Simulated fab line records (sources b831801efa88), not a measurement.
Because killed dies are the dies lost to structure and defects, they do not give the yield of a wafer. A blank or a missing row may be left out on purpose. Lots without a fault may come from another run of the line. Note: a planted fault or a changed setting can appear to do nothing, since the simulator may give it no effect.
A lot that was struck, set against a sound lot || flow sky130 || 17 steps out of a route of 708
Sound: wafers L167.2, L167.3, L167.5. Wafers struck: L174.1, L174.4, L174.6. At the end, the cause is stated.
Each step with rows lists, per side, the tool, then ch with its chambers, then its first start. Under that, the readings that differ: sound wafers || struck wafers || difference of the means || sigmas: that difference in standard deviations of wafers without a fault.
alike: readings with means less than 2 such deviations apart, plus words and numbers identical on both sides. not compared: withheld readings, readings lacking a value on some wafer, bounds such as >300 that could conceal the same value, and numbers that have no deviation in the record and whose values overlap.
A row with sigmas, a row that says differs or no value, or rows on one side alone: a step with any of these is where the two part. Numbers that have no deviation but don't overlap get no sigmas and don't part them. Lack of a reading on every wafer of one side parts them only where that side has two or more wafers.

first, 1 step without rows for these wafers: SKY_POLY_GATE_CVD_03 (deposits Si3N4 from DCS/NH3, target thk 75 nm, time 1290 s).
SKY_POLY_GATE_THK_MEAS_04:
  sound on film_metro-01, day 15 03:56; struck on film_metro-03, day 18 04:30
  alike: POLY_GATE_CVD_03_THK
then, 8 steps without rows for these wafers: SKY_POLY_GATE_DEHYDRATE_05 (time 60 s); SKY_POLY_GATE_HMDS_06 (prime time 60 s); SKY_POLY_GATE_COAT_07 (resist thk 110 nm); SKY_POLY_GATE_COAT_08 (resist thk 450 nm); SKY_POLY_GATE_SOFTBAKE_09 (time 90 s); SKY_POLY_GATE_EXPOSE_10 (exposes mask P1M, target cd 150 nm); SKY_POLY_GATE_PEB_11; SKY_POLY_GATE_DEVELOP_12 (develop time 60 s).
SKY_POLY_GATE_CD_MEAS_13: the cd target is 150 nm.
  sound on cd_sem-02, day 16 08:08; struck on cd_sem-01, day 19 10:41
  alike: cd_nm
SKY_POLY_GATE_OVL_MEAS_14:
  sound on overlay-01, day 16 08:14; struck on overlay-01, day 19 10:48
  alike: POLY_GATE_OVL
SKY_POLY_GATE_ETCH_15: etches BARC in N2/H2, stops on SiO2, time 118.5 s, target depth 110 nm.
  sound on rie_diel-01 ch 0,1,3, day 16 08:16; struck on rie_diel-01 ch 1,2,3, day 19 10:50
{"reading": "bias_w (W)", "sound": "99.5 99.7 99.6", "struck": "74.5 74.5 74.3", "difference": -25.2, "sigmas": -81}
{"reading": "model.KrF-thick_of_POLY_GATE_COAT_08.thk_nm (nm)", "sound": "347.3 345.2 345", "struck": "348.5 350 349.8", "difference": "+3.6", "sigmas": ""}
  alike: drypump_motor_current_A, oes_product_au, throttle_valve_pct
  not compared: rf_hours_counter_h
SKY_POLY_GATE_ETCH_16: etches Si3N4 in CH3F/O2, stops on poly-Si, time 147.5 s, target depth 75 nm.
  sound on rie_diel-01 ch 0,1,3, day 16 08:22; struck on rie_diel-01 ch 1,2,3, day 19 10:55
  alike: bias_w, drypump_motor_current_A, oes_product_au, throttle_valve_pct
  not compared: rf_hours_counter_h
SKY_POLY_GATE_ETCH_17: etches poly-Si in HBr/Cl2, stops on SiO2, target depth 180 nm, time 70.5 s.
  sound on rie_si-01 ch 0,1,3, day 16 08:27; struck on rie_si-02 ch 1,2, day 19 11:01
{"reading": "oes_product_au (a.u.)", "sound": "0.994 0.994 0.998", "struck": "0.968 0.996 0.979", "difference": -0.014, "sigmas": -2}
{"reading": "model.KrF-thick_of_POLY_GATE_COAT_08.thk_nm (nm)", "sound": "142.7 139.2 137.4", "struck": "144.1 143.3 145.7", "difference": "+4.6", "sigmas": ""}
  alike: bias_w, drypump_motor_current_A, throttle_valve_pct
  not compared: rf_hours_counter_h
SKY_POLY_GATE_STRIP_18: strips in O2/N2.
  sound on plasma_asher-04 ch 0,1, day 16 08:31; struck on plasma_asher-04 ch 0,1, day 19 11:04
  alike: drypump_motor_current_A, oes_product_au, strip_time_to_endpoint_s
  not compared: rf_hours_counter_h
-- the record jumps here: 28 days lie between the struck wafers' starts before and after (it left off in module POLY_GATE and takes up again in module PAD_OPEN, whose first step shown is number 708 of the route) --
SKY_PAD_OPEN_PROBE_99:
  the record has rows for the struck wafers here (prober-01, day 47 19:39) and none for the sound ones

WHERE THEY PART
At SKY_POLY_GATE_ETCH_15 first; at SKY_PAD_OPEN_PROBE_99 last (within this record only).

WHY: whatever the simulator had introduced
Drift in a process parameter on rie_diel-01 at SKY_POLY_GATE_ETCH_15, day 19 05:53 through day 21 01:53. Setting bias_w shifted by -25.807 from 100. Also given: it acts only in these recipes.
